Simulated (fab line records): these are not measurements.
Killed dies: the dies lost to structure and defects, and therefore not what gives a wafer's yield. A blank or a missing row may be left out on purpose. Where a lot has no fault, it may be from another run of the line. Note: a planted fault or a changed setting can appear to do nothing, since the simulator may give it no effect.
Struck lot and sound lot, side by side | flow sky130 | 30 out of 708 route steps
Sound: wafers L188.2, L188.4, L188.5. Struck: wafers L197.1, L197.2, L197.3. Last of all comes the cause.
For every step that has rows: the tool of each side, followed by ch and its chambers, followed by its first start. Under that, the readings that differ: sound wafers | struck wafers | difference of the means | sigmas: that difference in standard deviations of wafers without a fault.
alike: readings with means less than 2 such deviations apart, plus words and numbers identical on both sides. not compared: withheld readings, readings lacking a value on some wafer, bounds such as >300 that could conceal the same value, and numbers that have no deviation in the record and whose values overlap.
A row with sigmas, a row that says differs or no value, or rows on one side alone: a step with any of these is where the two part. Numbers that have no deviation but don't overlap get no sigmas and don't part them. Lack of a reading on every wafer of one side parts them only where that side has two or more wafers.

first, 5 steps without rows for these wafers: SKY_SONOS_ONO_COAT_08 (resist thk 1140 nm); SKY_SONOS_ONO_SOFTBAKE_09 (time 60 s); SKY_SONOS_ONO_EXPOSE_10 (exposes mask ONOM, target cd 410 nm); SKY_SONOS_ONO_PEB_11; SKY_SONOS_ONO_DEVELOP_12 (develop time 60 s).
SKY_SONOS_ONO_CD_MEAS_13: target cd 410 nm.
  struck on cdSem-02, day 17 00:50; sound on cdSem-01, day 13 19:19
  alike: cdNm
SKY_SONOS_ONO_OVL_MEAS_14:
  struck on overlay-02, day 17 00:58; sound on overlay-02, day 13 19:25
  alike: SONOS_ONO_OVL
SKY_SONOS_ONO_ETCH_15: etches the open film in CHF3/O2, target depth 19.52 nm, time 7.8 s.
  sound on rieDiel-01 ch 0,2,3, day 13 19:27; struck on rieDiel-04 ch 1,2,3, day 17 00:59
  alike: drypumpMotorCurrentA, oesProductAu, throttleValvePct
  not compared: rfHoursCounterH
then, 1 step without rows for these wafers: SKY_SONOS_ONO_WET_ETCH_16 (etches SiO2 in dHF, target depth 14 nm, time 280 s).
SKY_SONOS_ONO_STRIP_17: strips in O2/N2.
  sound on plasmaAsher-01 ch 0,1, day 13 19:33; struck on plasmaAsher-01 ch 0,1, day 17 01:07
  alike: drypumpMotorCurrentA, oesProductAu, stripTimeToEndpointS
  not compared: rfHoursCounterH
then, 2 steps without rows for these wafers: SKY_SONOS_ONO_WET_ETCH_18 (etches Si3N4 in H3PO4, target depth 15 nm, time 172 s); SKY_GATE_OXIDE_CLEAN_00 (cleans in SC1/SC2, time 150 s).
SKY_GATE_OXIDE_OXIDATION_01: stabilise 600 s, purge 300 s, target thk 10.268 nm.
  sound on furnace-01 ch 0, day 13 21:05; struck on furnace-02 ch 0, day 17 02:46
reading                                          | sound             | struck            | difference | sigmas
model.SiO2_of_GATE_OXIDE_OXIDATION_01.thkNm (nm) | 10.23 10.09 10.28 | 12.49 12.31 12.47 | +2.22      | 
  alike: zonePowerCentrePct
SKY_GATE_OXIDE_THK_MEAS_02:
  struck on filmMetro-03, day 17 04:10; sound on filmMetro-03, day 13 22:30
reading                          | sound             | struck            | difference | sigmas
GATE_OXIDE_OXIDATION_00_THK (nm) | 10.20 10.09 10.25 | 12.53 12.27 12.46 | +2.24      | +12
then, 7 steps without rows for these wafers: SKY_GATE_OXIDE_DEHYDRATE_03 (time 60 s); SKY_GATE_OXIDE_HMDS_04 (prime time 60 s); SKY_GATE_OXIDE_COAT_05 (resist thk 1140 nm); SKY_GATE_OXIDE_SOFTBAKE_06 (time 60 s); SKY_GATE_OXIDE_EXPOSE_07 (exposes mask LVOM, target cd 600 nm); SKY_GATE_OXIDE_PEB_08; SKY_GATE_OXIDE_DEVELOP_09 (develop time 58.9 s).
SKY_GATE_OXIDE_OVL_MEAS_10:
  struck on overlay-02, day 18 08:57; sound on overlay-02, day 15 01:19
  alike: GATE_OXIDE_OVL
then, 2 steps without rows for these wafers: SKY_GATE_OXIDE_IMPLANT_11; SKY_GATE_OXIDE_WET_ETCH_12 (etches SiO2 in dHF, target depth 16.8 nm, time 336 s).
SKY_GATE_OXIDE_STRIP_13: strips in O2/N2.
  sound on plasmaAsher-01 ch 1, day 15 03:02; struck on plasmaAsher-03 ch 0,1, day 18 09:14
  alike: drypumpMotorCurrentA, oesProductAu, stripTimeToEndpointS
  not compared: rfHoursCounterH
SKY_GATE_OXIDE_TW_MEAS_14:
  struck on filmMetro-01, day 18 09:20; sound on filmMetro-01, day 15 03:09
  alike: GATE_OXIDE_TW
then, 1 step without rows for these wafers: SKY_GATE_OXIDE_CLEAN_15 (cleans in SC1/SC2, time 150 s).
SKY_GATE_OXIDE_OXIDATION_16: stabilise 600 s, purge 300 s, target thk 3.57 nm.
  sound on furnace-02 ch 0, day 15 03:15; struck on furnace-02 ch 0, day 18 09:53
reading                                          | sound            | struck            | difference | sigmas
model.SiO2_of_GATE_OXIDE_OXIDATION_01.thkNm (nm) | 11.56 11.42 11.6 | 13.64 13.49 13.64 | +2.06      | 
  alike: zonePowerCentrePct
then, 1 step without rows for these wafers: SKY_POLY_GATE_CVD_00 (deposits poly-Si, target thk 180 nm, time 720 s).
-- here the record skips 31 days between the struck wafers' starts before and after, leaving off in module POLY_GATE and picking up in module PAD_OPEN (first step shown: number 708 of the route) --
SKY_PAD_OPEN_PROBE_99:
  struck on prober-01, day 48 22:21; sound on prober-02, day 46 14:31
reading                             | sound                         | struck                        | difference | sigmas
model.etest.nfet_16v.rOnOhmUm       | 1.419e+04 1.417e+04 1.428e+04 | 1.529e+04 1.525e+04 1.531e+04 | +1.070e+03 | 
model.etest.pfet_16v.rOnOhmUm       | 1.483e+04 1.504e+04 1.505e+04 | 1.617e+04 1.576e+04 1.618e+04 | +1.063e+03 | 
model.etest.tipSonos.rsOhmSq        | 2626 2590 2625                | 3236 3170 3188                | +584       | 
model.etest.pfetG5v0d10v5.rOnOhmUm  | 4746 4715 4828                | 5298 5277 5313                | +533       | 
model.etest.nfetG5v0d10v5.rOnOhmUm  | 1883 1870 1891                | 2099 2086 2101                | +214       | 
model.etest.nfetG5v0d10v5.driveUaUm | 608.2 613 597.6               | 514.6 520.1 511.6             | -90.8      | 
model.etest.nfet_05v0_nvt.driveUaUm | 579 580.2 570.6               | 497.2 499.4 495               | -79.4      | 
model.etest.pfetG5v0d10v5.driveUaUm | 343.9 344.5 338.6             | 295.9 297 291.5               | -47.5      | 
  alike: killed_at_M0_to_M3, killed_at_M4_up, killedAtContacts, killedAtFrontEnd, killedAtOther, killedDies, killedOpen, killedShort

== WHERE THEY PART ==
At SKY_GATE_OXIDE_THK_MEAS_02 and nowhere else, as far as this record goes. Later steps at which nothing parts them and some readings are alike: SKY_GATE_OXIDE_OVL_MEAS_10, SKY_GATE_OXIDE_STRIP_13, SKY_GATE_OXIDE_TW_MEAS_14, SKY_GATE_OXIDE_OXIDATION_16, SKY_PAD_OPEN_PROBE_99.

WHY: the cause the simulator had injected
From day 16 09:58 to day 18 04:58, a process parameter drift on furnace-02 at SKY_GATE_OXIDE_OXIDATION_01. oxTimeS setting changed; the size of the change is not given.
